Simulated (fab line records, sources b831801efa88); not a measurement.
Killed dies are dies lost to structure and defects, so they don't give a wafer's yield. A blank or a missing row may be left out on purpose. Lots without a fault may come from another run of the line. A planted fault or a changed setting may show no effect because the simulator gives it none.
Which tool did it? | flow sky130 | 11 lots, 33 wafers sampled, at 2 steps of a route of 708

WHAT THE GAUGES READ, wafer by wafer
SKY_VIA4_THK_MEAS_01.
lot  | measured     | on            | VIA4_HDPCVD_THK (nm)
L621 | day 42 00:38 | film_metro-01 | 1759 1760 1788
L623 | day 42 10:20 | film_metro-02 | 1736 1798 1767
L626 | day 43 08:58 | film_metro-02 | 1773 1768 1747
L630 | day 44 10:05 | film_metro-02 | 1749 1732 1731
L631 | day 45 01:11 | film_metro-04 | 1759 1776 1794
L632 | day 45 11:54 | film_metro-01 | 1724 1778 1726
L636 | day 46 14:21 | film_metro-04 | 1739 1736 1749
L639 | day 47 01:37 | film_metro-04 | 1748 1749 1774
L641 | day 47 06:37 | film_metro-04 | 1760 1759 1750
L642 | day 47 09:29 | film_metro-04 | 1775 1754 1739
L644 | day 48 02:08 | film_metro-01 | 1740 1774 1766

WHICH TOOL RAN EACH LOT (tool, then ch and the chambers of the sampled wafers, then the start)
lot  | SKY_METAL2_SPUTTER_02
L621 | pvd_sputter-03, day 34 03:26
L623 | pvd_sputter-01, day 34 17:08
L626 | pvd_sputter-01, day 35 17:20
L630 | pvd_sputter-01, day 36 22:25
L631 | pvd_sputter-01, day 37 16:12
L632 | pvd_sputter-03, day 38 05:43
L636 | pvd_sputter-02, day 39 15:53
L639 | pvd_sputter-03, day 40 01:17
L641 | pvd_sputter-01, day 40 07:54
L642 | pvd_sputter-02, day 40 11:56
L644 | pvd_sputter-02, day 41 05:21
- SKY_METAL2_SPUTTER_02: material AlCu, target thk 250 nm, time 13.3 s.

THE ANSWER, worked out from the rows above alone
Rule: what is usual is taken from the lots themselves. Put in order of their means at a reading, lots are off if they are a third of the lots or fewer, leave a main group of 4 or more, and stand apart from it by a gap of 3 or more times the standard deviation of the main group's means; of several such gaps the widest counts. A main group whose means are all the same, to the digits that the tables above print for the reading, isn't used. A lot without any number at a reading at which 4 lots or more have one is off too. The other lots that the step has rows for count as sound.
No lot is off at any reading shown: from this, nothing can be told.

WHAT THE SIMULATOR HAD PUT IN
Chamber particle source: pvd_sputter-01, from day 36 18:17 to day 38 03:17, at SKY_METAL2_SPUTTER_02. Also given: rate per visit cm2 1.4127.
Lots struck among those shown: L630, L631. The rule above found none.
